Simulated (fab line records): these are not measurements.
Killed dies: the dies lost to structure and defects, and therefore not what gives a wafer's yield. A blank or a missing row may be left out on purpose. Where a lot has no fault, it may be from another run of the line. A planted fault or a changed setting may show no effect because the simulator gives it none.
fab line records	flow gf180mcu
record: lots: 24	wafers: 72	lastDay: 34
route steps=602 shown M3@412 V3@434 TOP_METAL@584 PASSIVATION@589
lots untouched by any fault: they come from a run of this same line in which no faults occurred
startH: start of the lot's first displayed wafer, in hours after the record's first day	waitH: hours since the lot's step before	" same as the row above	L1.1+2: several wafers, shown together as one row	- no value, or no start given	* or withheld: withheld	< > ~ a bound
route shown NAME@n: a module of which the file shows steps, and the number in the route of the first	usual: average and standard deviation across the fault-free wafers	same: alike in all rows	chamber/n: place in a boat	sites: the reading at each site	_std_site: standard deviation across them	_edge_site: the outer-site mean with the inner-site mean subtracted	radiusMm: how far each site lies from the wafer's centre	mask NAME#n: copy n	behind: the last tool/chamber to shape the wafer	hold: why the lot was held/for how many hours/how that ended	device: whichever transistor did not switch (one of n, p or np)	end of line: tests of these same wafers at the route's end	for a step that has no rows: nothing shown but its recipe	killed: the dies lost at the first sort to structure and to defects; this is not the yield of the wafer	map: the dies of a wafer, with x for killed, . for not killed, _ for no die there
set.NAME: setting as actually run; set.NAME@STEP: the setting as run at that earlier step	model.NAME: the simulator's own value behind a step, which no gauge read
steps of the route over a sample of lots; a table a step, a row a wafer
services: the hour from which a tool's chamber was out of use, counted from the record's first day as startH (under 0 if before that day), plus the number of hours and why
== steps ==
step: GF_M3_SPUTTER_03
recipe: material: Ti	targetThkNm: 10	substrateTempC: 300	chamberPressurePa: 0.3	powerW: 3084	timeS: 6.7
usual: throttleValvePct: 30.1/1.4
lot.wafer	tool	chamber	startH	waitH	throttleValvePct
L074.1	pvdSputter-03	-	467.24	0.0	30.9
L074.4	"	-	"	"	32.2
L074.5	"	-	"	"	30.8
L075.1	pvdSputter-02	-	474.93	0.0	31.0
L075.2	"	-	"	"	31.5
L075.3	"	-	"	"	29.6
L076.1	pvdSputter-02	-	492.86	0.0	29.6
L076.3	"	-	"	"	31.2
L076.5	"	-	"	"	30.9
L077.2	pvdSputter-02	-	500.25	0.0	29.7
L077.3	"	-	"	"	30.0
L077.5	"	-	"	"	29.8
L078.1	pvdSputter-03	-	505.10	0.0	30.9
L078.3	"	-	"	"	30.9
L078.5	"	-	"	"	28.5
L079.1	pvdSputter-01	-	512.30	0.0	31.0
L079.2	"	-	"	"	29.0
L079.3	"	-	"	"	26.7
L080.1	pvdSputter-02	-	527.55	0.0	31.2
L080.2	"	-	"	"	31.6
L080.5	"	-	"	"	30.0
L081.1	pvdSputter-02	-	530.37	0.0	30.9
L081.3	"	-	"	"	29.9
L081.5	"	-	"	"	29.7
L082.3	pvdSputter-03	-	545.03	0.0	32.1
L082.4	"	-	"	"	31.2
L082.5	"	-	"	"	28.3
L083.3	pvdSputter-02	-	550.08	0.0	29.8
L083.4	"	-	"	"	31.5
L083.6	"	-	"	"	29.9
L084.1	pvdSputter-02	-	557.90	0.0	29.7
L084.4	"	-	"	"	29.7
L084.5	"	-	"	"	29.6
L085.2	pvdSputter-03	-	571.17	0.0	30.8
L085.5	"	-	"	"	31.0
L085.6	"	-	"	"	30.8
L086.1	pvdSputter-02	-	576.26	0.0	31.5
L086.3	"	-	"	"	30.1
L086.6	"	-	"	"	29.8
L087.1	pvdSputter-01	-	582.76	0.0	28.9
L087.5	"	-	"	"	27.9
L087.6	"	-	"	"	30.7
L088.1	pvdSputter-02	-	595.04	0.0	29.8
L088.2	"	-	"	"	31.1
L088.4	"	-	"	"	30.1
L089.1	pvdSputter-01	-	595.34	0.0	27.8
L089.2	"	-	"	"	26.6
L089.3	"	-	"	"	29.1
L090.1	pvdSputter-01	-	602.61	0.0	30.8
L090.4	"	-	"	"	29.0
L090.6	"	-	"	"	27.8
L091.2	pvdSputter-02	-	610.50	0.0	31.4
L091.3	"	-	"	"	29.9
L091.6	"	-	"	"	31.0
L092.1	pvdSputter-01	-	617.32	0.0	29.0
L092.3	"	-	"	"	26.5
L092.6	"	-	"	"	30.8
L093.1	pvdSputter-03	-	626.42	0.0	28.4
L093.2	"	-	"	"	30.8
L093.5	"	-	"	"	32.0
L094.2	pvdSputter-02	-	633.28	0.0	31.2
L094.3	"	-	"	"	30.0
L094.4	"	-	"	"	31.5
L095.1	pvdSputter-03	-	643.91	0.0	28.2
L095.5	"	-	"	"	28.6
L095.6	"	-	"	"	32.1
L096.3	pvdSputter-02	-	644.75	0.0	31.7
L096.5	"	-	"	"	31.5
L096.6	"	-	"	"	29.7
L097.2	pvdSputter-03	-	649.69	0.0	30.6
L097.4	"	-	"	"	31.8
L097.5	"	-	"	"	28.4
step: GF_V3_BOW_MEAS_05
recipe: mode: bow
usual: V3_BOW: 120/8
lot.wafer	tool	chamber	startH	waitH	V3_BOW[um]
L074.1	filmMetro-02	-	493.47	0.1	115
L074.4	"	-	"	"	115
L074.5	"	-	"	"	110
L075.1	filmMetro-03	-	500.54	0.2	118
L075.2	"	-	"	"	103
L075.3	"	-	"	"	117
L076.1	filmMetro-03	-	518.51	0.2	114
L076.3	"	-	"	"	125
L076.5	"	-	"	"	123
L077.2	filmMetro-03	-	524.62	0.2	117
L077.3	"	-	"	"	128
L077.5	"	-	"	"	122
L078.1	filmMetro-01	-	529.78	0.1	117
L078.3	"	-	"	"	120
L078.5	"	-	"	"	125
L079.1	filmMetro-03	-	537.10	0.1	116
L079.2	"	-	"	"	135
L079.3	"	-	"	"	132
L080.1	filmMetro-03	-	551.26	0.2	108
L080.2	"	-	"	"	125
L080.5	"	-	"	"	117
L081.1	filmMetro-02	-	554.79	0.2	110
L081.3	"	-	"	"	115
L081.5	"	-	"	"	112
L082.3	filmMetro-03	-	571.65	0.1	127
L082.4	"	-	"	"	124
L082.5	"	-	"	"	128
L083.3	filmMetro-01	-	573.69	0.2	114
L083.4	"	-	"	"	125
L083.6	"	-	"	"	133
L084.1	filmMetro-03	-	580.48	0.1	122
L084.4	"	-	"	"	118
L084.5	"	-	"	"	103
L085.2	filmMetro-01	-	593.23	0.1	121
L085.5	"	-	"	"	117
L085.6	"	-	"	"	107
L086.1	filmMetro-01	-	599.35	0.2	109
L086.3	"	-	"	"	122
L086.6	"	-	"	"	109
L087.1	filmMetro-02	-	605.09	0.2	122
L087.5	"	-	"	"	126
L087.6	"	-	"	"	133
L088.1	filmMetro-02	-	617.37	0.2	125
L088.2	"	-	"	"	112
L088.4	"	-	"	"	123
L089.1	filmMetro-03	-	617.76	0.2	113
L089.2	"	-	"	"	120
L089.3	"	-	"	"	120
L090.1	filmMetro-03	-	625.15	0.2	101
L090.4	"	-	"	"	125
L090.6	"	-	"	"	106
L091.2	filmMetro-03	-	632.59	0.2	111
L091.3	"	-	"	"	117
L091.6	"	-	"	"	123
L092.1	filmMetro-01	-	638.98	0.1	122
L092.3	"	-	"	"	121
L092.6	"	-	"	"	117
L093.1	filmMetro-01	-	648.12	0.2	127
L093.2	"	-	"	"	124
L093.5	"	-	"	"	133
L094.2	filmMetro-02	-	654.43	0.2	120
L094.3	"	-	"	"	126
L094.4	"	-	"	"	119
L095.1	filmMetro-03	-	664.98	0.1	125
L095.5	"	-	"	"	120
L095.6	"	-	"	"	131
L096.3	filmMetro-01	-	666.25	0.2	128
L096.5	"	-	"	"	116
L096.6	"	-	"	"	122
L097.2	filmMetro-01	-	670.69	0.1	124
L097.4	"	-	"	"	121
L097.5	"	-	"	"	113
step: GF_V3_ETCH_17
recipe: chemistry: C4F8/O2/Ar	maskMaterial: KrF	target: SiO2	stopOn: TiN	sourceW: 1500	biasW: 1200	pressureMtorr: 40	c4f8FlowSccm: withheld	O2_flow_sccm: 6	Ar_flow_sccm: 300	timeS: withheld	targetDepthA: 6350
usual: chamberPressureMTorr: 40.00/0.041	oesProductAu: 0.856/0.0044
lot.wafer	tool	chamber	startH	waitH	chamberPressureMTorr	oesProductAu
L074.1	rieDiel-02	0	-	-	39.95	0.859
L074.4	"	2	"	"	39.96	0.853
L074.5	"	0	"	"	40.03	0.855
L075.1	rieDiel-04	3	-	-	40.01	0.859
L075.2	"	2	"	"	40.00	0.861
L075.3	"	0	"	"	39.98	0.860
L076.1	rieDiel-04	3	-	-	39.94	0.857
L076.3	"	0	"	"	40.05	0.849
L076.5	"	0	"	"	39.98	0.863
L077.2	rieDiel-02	2	-	-	40.00	0.860
L077.3	"	1	"	"	39.97	0.854
L077.5	"	1	"	"	40.01	0.854
L078.1	rieDiel-03	2	-	-	39.99	0.859
L078.3	"	3	"	"	39.99	0.851
L078.5	"	2	"	"	39.99	0.863
L079.1	rieDiel-03	1	-	-	39.99	0.849
L079.2	"	2	"	"	39.99	0.848
L079.3	"	0	"	"	40.01	0.853
L080.1	rieDiel-03	2	-	-	39.98	0.857
L080.2	"	0	"	"	39.99	0.854
L080.5	"	0	"	"	40.02	0.859
L081.1	rieDiel-02	1	-	-	40.05	0.855
L081.3	"	2	"	"	39.98	0.857
L081.5	"	2	"	"	39.94	0.849
L082.3	rieDiel-02	0	-	-	40.00	0.858
L082.4	"	0	"	"	39.96	0.852
L082.5	"	1	"	"	39.99	0.857
L083.3	rieDiel-03	3	-	-	40.02	0.856
L083.4	"	2	"	"	39.95	0.860
L083.6	"	3	"	"	40.05	0.863
L084.1	rieDiel-04	0	-	-	40.02	0.857
L084.4	"	3	"	"	40.02	0.858
L084.5	"	0	"	"	40.05	0.854
L085.2	rieDiel-04	0	-	-	40.00	0.857
L085.5	"	1	"	"	39.98	0.866
L085.6	"	0	"	"	39.98	0.862
L086.1	rieDiel-02	2	-	-	39.91	0.853
L086.3	"	0	"	"	40.11	0.851
L086.6	"	0	"	"	40.02	0.862
L087.1	rieDiel-03	0	-	-	40.06	0.859
L087.5	"	2	"	"	40.01	0.856
L087.6	"	1	"	"	40.03	0.859
L088.1	rieDiel-03	2	-	-	39.98	0.855
L088.2	"	3	"	"	40.03	0.855
L088.4	"	0	"	"	39.97	0.860
L089.1	rieDiel-02	0	-	-	39.97	0.857
L089.2	"	3	"	"	40.01	0.856
L089.3	"	1	"	"	40.00	0.853
L090.1	rieDiel-04	3	-	-	40.07	0.857
L090.4	"	2	"	"	40.05	0.858
L090.6	"	2	"	"	40.00	0.859
L091.2	rieDiel-03	0	-	-	40.00	0.851
L091.3	"	2	"	"	39.96	0.863
L091.6	"	0	"	"	39.95	0.852
L092.1	rieDiel-04	2	-	-	39.92	0.843
L092.3	"	1	"	"	39.97	0.855
L092.6	"	0	"	"	40.02	0.847
L093.1	rieDiel-04	2	-	-	39.96	0.855
L093.2	"	3	"	"	40.04	0.855
L093.5	"	3	"	"	39.98	0.859
L094.2	rieDiel-03	1	-	-	40.02	0.855
L094.3	"	2	"	"	40.00	0.857
L094.4	"	0	"	"	40.04	0.861
L095.1	rieDiel-03	3	-	-	39.93	0.862
L095.5	"	2	"	"	39.99	0.859
L095.6	"	3	"	"	40.01	0.857
L096.3	rieDiel-04	0	-	-	40.03	0.860
L096.5	"	2	"	"	40.04	0.858
L096.6	"	3	"	"	40.01	0.856
L097.2	rieDiel-03	0	-	-	40.02	0.865
L097.4	"	1	"	"	40.03	0.851
L097.5	"	1	"	"	39.99	0.853
step: GF_TOP_METAL_STRIP_17
recipe: chemistry: O2/N2	powerW: 1400	pressureMtorr: 1500	platenTempC: 250	o2FlowSccm: 3000	n2FlowSccm: 300	overashFraction: 0.5
usual: chamberPressureMTorr: 1500.2/1.3	drypumpMotorCurrentA: 5.7/0.48	heaterPowerW: 346/41	oesProductAu: 0.711/0.0048	stripTimeToEndpointS: 12.75/0.12
lot.wafer	tool	chamber	startH	waitH	chamberPressureMTorr	drypumpMotorCurrentA	heaterPowerW	oesProductAu	rfHoursCounterH	stripTimeToEndpointS
L074.1	plasmaAsher-01	1	654.13	0.1	1499.9	5.7	312	0.704	25	12.68
L074.4	"	0	"	"	1501.5	5.1	397	0.703	-	12.72
L074.5	"	1	"	"	1499.5	5.7	323	0.718	-	12.81
L075.1	plasmaAsher-01	0	659.18	0.1	1501.1	5.1	405	0.712	26	12.76
L075.2	"	1	"	"	1499.3	5.7	327	0.712	26	12.71
L075.3	"	1	"	"	1499.1	5.7	323	0.708	-	12.77
L076.1	plasmaAsher-01	1	677.03	0.1	1499.6	5.7	328	0.714	27	12.66
L076.3	"	1	"	"	1500.8	5.7	331	0.718	-	12.61
L076.5	"	1	"	"	1499.4	5.7	332	0.701	-	12.61
L077.2	plasmaAsher-01	1	679.48	0.1	1499.9	5.7	315	0.715	28	12.84
L077.3	"	1	"	"	1500.3	5.7	323	0.716	-	12.78
L077.5	"	1	"	"	1499.1	5.7	329	0.720	-	12.79
L078.1	plasmaAsher-03	1	685.65	0.1	1500.4	5.5	338	0.705	108	12.66
L078.3	"	0	"	"	1500.7	6.1	366	0.715	-	12.57
L078.5	"	0	"	"	1500.5	6.1	378	0.712	-	12.62
L079.1	plasmaAsher-04	0	689.60	0.1	1501.6	5.8	330	0.713	89	12.78
L079.2	"	1	"	"	1500.0	6.6	294	0.705	89	12.75
L079.3	"	1	"	"	1500.5	6.6	294	0.707	-	12.69
L080.1	plasmaAsher-03	1	703.68	0.1	1497.5	5.5	339	0.711	110	12.80
L080.2	"	0	"	"	1497.8	6.1	370	0.708	110	12.83
L080.5	"	1	"	"	1501.4	5.5	349	0.704	-	12.78
L081.1	plasmaAsher-01	1	706.25	0.2	1499.4	5.7	330	0.707	31	13.07
L081.3	"	1	"	"	1497.9	5.7	326	0.714	-	12.80
L081.5	"	0	"	"	1501.0	5.2	400	0.708	-	12.81
L082.3	plasmaAsher-01	0	716.87	0.1	1500.5	5.1	393	0.716	-	12.87
L082.4	"	1	"	"	1497.7	5.7	320	0.715	-	12.82
L082.5	"	0	"	"	1502.6	5.2	411	0.707	-	12.97
L083.3	plasmaAsher-01	0	722.28	0.1	1500.3	5.1	411	0.707	-	12.63
L083.4	"	1	"	"	1502.0	5.7	325	0.704	-	12.72
L083.6	"	0	"	"	1501.4	5.1	410	0.711	-	12.70
L084.1	plasmaAsher-04	1	727.74	0.1	1497.5	6.6	290	0.711	93	12.71
L084.4	"	0	"	"	1500.7	5.9	316	0.712	-	12.77
L084.5	"	1	"	"	1500.3	6.6	298	0.713	-	12.78
L085.2	plasmaAsher-04	1	735.27	0.1	1499.8	6.6	287	0.703	94	12.64
L085.5	"	0	"	"	1499.8	5.9	317	0.713	-	12.69
L085.6	"	1	"	"	1499.9	6.6	288	0.706	-	12.53
L086.1	plasmaAsher-04	1	741.82	0.1	1503.0	6.6	293	0.703	95	12.80
L086.3	"	1	"	"	1501.3	6.6	301	0.706	-	12.72
L086.6	"	1	"	"	1502.5	6.6	288	0.710	-	12.83
L087.1	plasmaAsher-04	1	748.08	0.1	1499.4	6.6	293	0.718	96	12.65
L087.5	"	0	"	"	1501.1	5.8	310	0.710	-	12.60
L087.6	"	1	"	"	1498.5	6.6	298	0.701	-	12.67
L088.1	plasmaAsher-03	0	755.32	0.1	1500.6	6.1	367	0.717	1	12.63
L088.2	"	1	"	"	1501.2	5.5	335	0.709	1	12.70
L088.4	"	1	"	"	1501.0	5.5	322	0.706	-	12.67
L089.1	plasmaAsher-01	0	756.72	0.1	1496.9	5.1	403	0.705	37	12.98
L089.2	"	1	"	"	1501.2	5.7	330	0.713	37	12.70
L089.3	"	1	"	"	1499.0	5.7	324	0.719	-	13.00
L090.1	plasmaAsher-01	1	763.29	0.1	1501.5	5.7	325	0.709	37	13.01
L090.4	"	0	"	"	1500.4	5.1	404	0.706	-	12.78
L090.6	"	1	"	"	1500.9	5.7	319	0.715	-	12.82
L091.2	plasmaAsher-01	0	768.87	0.1	1498.6	5.1	404	0.705	38	12.58
L091.3	"	0	"	"	1502.7	5.1	417	0.711	-	12.52
L091.6	"	1	"	"	1499.5	5.7	332	0.707	-	12.55
L092.1	plasmaAsher-01	0	773.82	0.1	1500.5	5.1	416	0.710	38	12.81
L092.3	"	0	"	"	1499.9	5.1	403	0.713	-	12.97
L092.6	"	1	"	"	1498.4	5.7	326	0.719	-	12.91
L094.2	plasmaAsher-03	0	787.57	0.1	1500.2	6.1	382	0.708	5	12.82
L094.3	"	1	"	"	1502.2	5.5	328	0.709	-	12.76
L094.4	"	0	"	"	1500.1	6.1	365	0.710	-	12.80
L093.1	plasmaAsher-04	0	787.94	0.1	1500.8	5.8	320	0.706	100	12.81
L093.2	"	1	"	"	1500.4	6.6	293	0.719	100	12.89
L093.5	"	0	"	"	1500.0	5.8	319	0.713	-	12.78
L095.1	plasmaAsher-04	1	796.17	0.1	1500.2	6.6	286	0.718	101	12.51
L095.5	"	1	"	"	1501.4	6.6	290	0.715	-	12.69
L095.6	"	0	"	"	1501.3	5.8	325	0.717	-	12.56
L096.3	plasmaAsher-01	0	796.46	0.1	1499.5	5.1	400	0.704	-	12.88
L096.5	"	0	"	"	1499.2	5.1	412	0.715	-	12.88
L096.6	"	1	"	"	1501.2	5.7	321	0.712	-	12.97
L097.2	plasmaAsher-01	0	800.54	0.1	1499.9	5.1	412	0.717	41	12.69
L097.4	"	0	"	"	1498.4	5.2	414	0.707	-	12.56
L097.5	"	0	"	"	1501.9	5.1	400	0.721	-	12.65
step: GF_PASSIVATION_CVD_02
recipe: material: Si3N4	targetThkNm: 700	timeS: 486.18	tempC: 400	rfW: 450
usual: heaterPowerW: 724/82	susceptorTempC: 399.99/0.23
lot.wafer	tool	chamber	startH	waitH	heaterPowerW	sinceWetCleanH	susceptorTempC
L074.1	pecvd-04	0	654.83	0.1	663	689	399.82
L074.4	"	2	"	"	683	-	399.85
L074.5	"	0	"	"	539	-	400.04
L075.1	pecvd-01	1	659.85	0.1	635	55	399.51
L075.2	"	0	"	"	903	55	399.91
L075.3	"	2	"	"	762	55	400.28
L076.1	pecvd-02	0	677.70	0.1	684	503	400.03
L076.3	"	2	"	"	748	503	399.99
L076.5	"	1	"	"	767	-	399.88
L077.2	pecvd-04	0	680.15	0.0	538	714	399.80
L077.3	"	1	"	"	595	714	399.94
L077.5	"	0	"	"	605	-	399.75
L078.1	pecvd-01	0	686.32	0.1	899	81	399.72
L078.3	"	1	"	"	687	81	400.30
L078.5	"	0	"	"	733	-	399.93
L079.1	pecvd-04	2	690.27	0.1	835	724	400.19
L079.2	"	0	"	"	636	724	400.05
L079.3	"	1	"	"	695	724	400.00
L080.1	pecvd-04	2	704.36	0.1	734	738	400.10
L080.2	"	1	"	"	635	738	399.65
L080.5	"	0	"	"	665	-	400.31
L081.1	pecvd-02	0	706.92	0.1	677	532	399.94
L081.3	"	2	"	"	693	532	400.59
L081.5	"	0	"	"	577	-	399.84
L082.3	pecvd-01	0	717.54	0.0	846	112	400.22
L082.4	"	1	"	"	662	-	399.59
L082.5	"	2	"	"	739	-	400.30
L083.3	pecvd-01	0	722.95	0.0	814	118	400.09
L083.4	"	1	"	"	726	-	399.82
L083.6	"	2	"	"	701	-	400.34
L084.1	pecvd-01	2	728.43	0.1	679	123	399.62
L084.4	"	1	"	"	717	-	400.06
L084.5	"	0	"	"	872	-	400.04
L085.2	pecvd-01	0	735.95	0.0	783	131	400.25
L085.5	"	2	"	"	781	-	399.80
L085.6	"	0	"	"	824	-	399.72
L086.1	pecvd-01	1	742.50	0.1	717	137	399.52
L086.3	"	0	"	"	824	137	400.12
L086.6	"	2	"	"	781	-	399.96
L087.1	pecvd-02	0	748.75	0.1	659	574	400.21
L087.5	"	2	"	"	651	-	400.00
L087.6	"	0	"	"	669	-	399.89
L088.1	pecvd-01	0	756.00	0.1	755	151	399.89
L088.2	"	1	"	"	725	151	399.89
L088.4	"	2	"	"	803	-	399.62
L089.1	pecvd-01	0	757.40	0.1	785	152	400.24
L089.2	"	1	"	"	655	152	400.24
L089.3	"	2	"	"	756	152	400.00
L090.1	pecvd-02	1	763.97	0.1	685	589	399.82
L090.4	"	1	"	"	714	-	399.88
L090.6	"	2	"	"	638	-	400.21
L091.2	pecvd-01	1	769.58	0.0	723	165	400.18
L091.3	"	2	"	"	746	165	399.65
L091.6	"	0	"	"	742	-	400.33
L092.1	pecvd-02	1	774.50	0.1	749	600	400.04
L092.3	"	0	"	"	673	600	399.95
L092.6	"	2	"	"	628	-	399.90
L094.2	pecvd-04	2	788.29	0.0	688	822	400.02
L094.3	"	1	"	"	613	822	400.03
L094.4	"	2	"	"	728	-	400.17
L093.1	pecvd-01	0	788.62	0.1	789	184	399.82
L093.2	"	2	"	"	852	184	399.81
L093.5	"	1	"	"	756	-	399.78
L095.1	pecvd-01	2	796.99	0.1	798	192	400.02
L095.5	"	2	"	"	822	-	399.88
L095.6	"	0	"	"	715	-	399.99
L096.3	pecvd-04	2	797.11	0.0	835	831	400.41
L096.5	"	2	"	"	684	-	400.41
L096.6	"	0	"	"	628	-	400.18
L097.2	pecvd-01	1	801.27	0.0	614	196	400.26
L097.4	"	1	"	"	674	-	399.77
L097.5	"	0	"	"	813	-	400.05
step: GF_PASSIVATION_ETCH_11
recipe: chemistry: CF4/O2	targetDepthNm: 2040	stopOn: TiN	sourceW: 800	biasW: 150	pressureMtorr: 150	cf4FlowSccm: 80	O2_flow_sccm: 10	timeS: 453.3
usual: chamberPressureMTorr: 150.01/0.13	drypumpMotorCurrentA: 5.7/0.49	oesProductAu: 0.989/0.0064	throttleValvePct: 5.968/0.0092
lot.wafer	tool	chamber	startH	waitH	chamberPressureMTorr	drypumpMotorCurrentA	oesProductAu	rfHoursCounterH	throttleValvePct
L074.1	rieDiel-02	0	674.79	-	149.96	5.7	0.975	54	5.974
L074.4	"	1	"	"	150.15	6.0	0.991	6	5.937
L074.5	"	2	"	"	150.10	5.3	0.985	-	5.964
L075.1	rieDiel-03	0	678.33	-	150.22	5.8	0.977	26	5.959
L075.2	"	3	"	"	149.91	5.8	0.989	27	5.963
L075.3	"	2	"	"	150.02	5.4	0.977	22	5.981
L076.1	rieDiel-02	0	696.50	-	149.66	5.8	1.000	55	5.971
L076.3	"	2	"	"	150.00	5.2	0.990	11	5.953
L076.5	"	1	"	"	149.95	5.9	1.007	-	5.980
L077.2	rieDiel-02	0	698.95	-	149.83	5.8	0.989	55	5.965
L077.3	"	3	"	"	149.84	6.3	0.985	3	5.963
L077.5	"	0	"	"	149.99	5.7	0.990	-	5.951
L078.1	rieDiel-04	1	705.54	-	149.88	6.5	0.986	5	5.966
L078.3	"	0	"	"	149.87	6.1	0.990	17	5.968
L078.5	"	1	"	"	150.15	6.5	0.988	-	5.955
L079.1	rieDiel-04	1	709.10	-	149.90	6.5	0.983	5	5.977
L079.2	"	0	"	"	149.95	6.1	0.976	18	5.950
L079.3	"	3	"	"	149.78	4.7	0.984	13	5.968
L080.1	rieDiel-02	1	722.73	-	150.05	6.0	0.995	8	5.966
L080.2	"	0	"	"	150.03	5.8	0.983	56	5.969
L080.5	"	3	"	"	149.91	6.3	0.986	-	5.970
L081.1	rieDiel-03	2	724.80	-	149.85	5.5	0.988	24	5.967
L081.3	"	3	"	"	149.95	5.8	0.997	30	5.976
L081.5	"	1	"	"	150.06	5.7	0.991	-	5.978
L082.3	rieDiel-04	1	735.00	-	149.91	6.5	0.981	6	5.974
L082.4	"	0	"	"	149.92	6.1	0.980	19	5.964
L082.5	"	0	"	"	149.95	6.0	0.980	-	5.969
L083.3	rieDiel-02	3	740.68	-	149.93	6.3	0.989	5	5.963
L083.4	"	2	"	"	150.09	5.3	0.988	-	5.990
L083.6	"	3	"	"	149.86	6.3	0.984	-	5.959
L084.1	rieDiel-03	2	746.08	-	150.18	5.5	0.987	25	5.962
L084.4	"	0	"	"	150.01	5.9	0.985	29	5.972
L084.5	"	2	"	"	149.98	5.5	0.987	-	5.952
L085.2	rieDiel-04	0	752.55	-	150.15	6.1	0.997	19	5.969
L085.5	"	2	"	"	150.02	4.8	0.993	-	5.971
L085.6	"	3	"	"	149.83	4.8	0.984	-	5.968
L086.1	rieDiel-04	2	758.98	-	149.92	4.8	0.997	11	5.951
L086.3	"	0	"	"	150.25	6.1	0.981	20	5.986
L086.6	"	0	"	"	150.15	6.1	0.977	-	5.960
L087.1	rieDiel-02	0	765.53	-	149.85	5.7	0.992	0	5.959
L087.5	"	0	"	"	149.91	5.7	0.973	-	5.971
L087.6	"	3	"	"	149.99	6.3	0.991	-	5.952
L088.1	rieDiel-02	1	772.48	-	150.29	5.9	0.998	11	5.966
L088.2	"	0	"	"	149.96	5.8	0.983	1	5.969
L088.4	"	2	"	"	149.99	5.2	0.995	15	5.944
L089.1	rieDiel-02	0	773.93	-	149.85	5.8	0.986	1	5.962
L089.2	"	1	"	"	149.87	5.9	0.994	11	5.983
L089.3	"	3	"	"	150.03	6.3	0.992	7	5.973
L090.1	rieDiel-03	0	780.23	-	149.97	5.8	0.982	31	5.972
L090.4	"	1	"	"	149.90	5.7	0.987	12	5.972
L090.6	"	2	"	"	149.96	5.4	0.987	-	5.952
L091.2	rieDiel-02	3	785.45	-	150.07	6.3	0.988	7	5.973
L091.3	"	1	"	"	150.05	5.9	0.995	12	5.964
L091.6	"	2	"	"	150.13	5.3	0.985	-	5.960
L092.1	rieDiel-03	3	789.38	-	150.00	5.8	0.994	33	5.960
L092.3	"	2	"	"	150.02	5.5	0.984	28	5.969
L092.6	"	2	"	"	150.12	5.5	0.993	-	5.964
L094.2	rieDiel-02	0	803.48	-	149.96	5.8	0.985	2	5.969
L094.3	"	3	"	"	150.11	6.3	1.005	8	5.978
L094.4	"	1	"	"	150.07	5.9	1.005	12	5.974
L093.1	rieDiel-03	1	803.90	-	149.77	5.7	0.994	14	5.961
L093.2	"	2	"	"	149.88	5.4	0.987	29	5.979
L093.5	"	0	"	"	150.09	5.9	0.984	-	5.970
L095.1	rieDiel-02	1	811.18	-	149.94	5.9	0.993	13	5.978
L095.5	"	0	"	"	150.06	5.8	0.976	-	5.973
L095.6	"	1	"	"	149.75	5.9	0.995	-	5.955
L096.3	rieDiel-04	1	811.98	-	150.11	6.5	0.999	9	5.967
L096.5	"	3	"	"	150.01	4.8	0.986	-	5.971
L096.6	"	2	"	"	150.00	4.8	0.988	-	5.962
L097.2	rieDiel-02	2	815.93	-	150.13	5.2	0.988	17	5.971
L097.4	"	3	"	"	150.05	6.3	0.988	9	5.975
L097.5	"	0	"	"	150.21	5.7	0.972	-	5.956
== services ==
tool	chamber	startH	hours	kind
rieDiel-04	3	461.32	59.1	repair
pecvd-01	0	465.63	1.9	repair
pecvd-01	-	469.76	0.7	repair
rieDiel-03	0	498.29	7.1	repair
rieDiel-03	-	518.57	0.3	repair
rieDiel-04	2	519.71	2.3	repair
rieDiel-02	-	540.33	2.8	pm
rieDiel-02	1	558.17	4.4	repair
rieDiel-02	3	562.15	5.2	repair
rieDiel-02	-	565.34	1.0	repair
rieDiel-02	1	569.03	4.9	repair
rieDiel-02	0	576.82	7.4	repair
rieDiel-03	0	582.52	22.9	repair
rieDiel-04	-	587.60	14.6	pm
rieDiel-02	3	590.20	4.7	repair
rieDiel-04	3	608.42	5.7	repair
rieDiel-04	1	614.45	5.9	repair
rieDiel-02	2	635.85	15.5	repair
rieDiel-02	0	645.85	1.3	repair
rieDiel-04	-	675.43	0.9	repair
rieDiel-03	1	693.18	11.7	repair
rieDiel-04	-	716.25	1.2	repair
rieDiel-03	0	756.74	3.9	repair
rieDiel-04	-	772.13	2.2	repair
== key ==
fault none
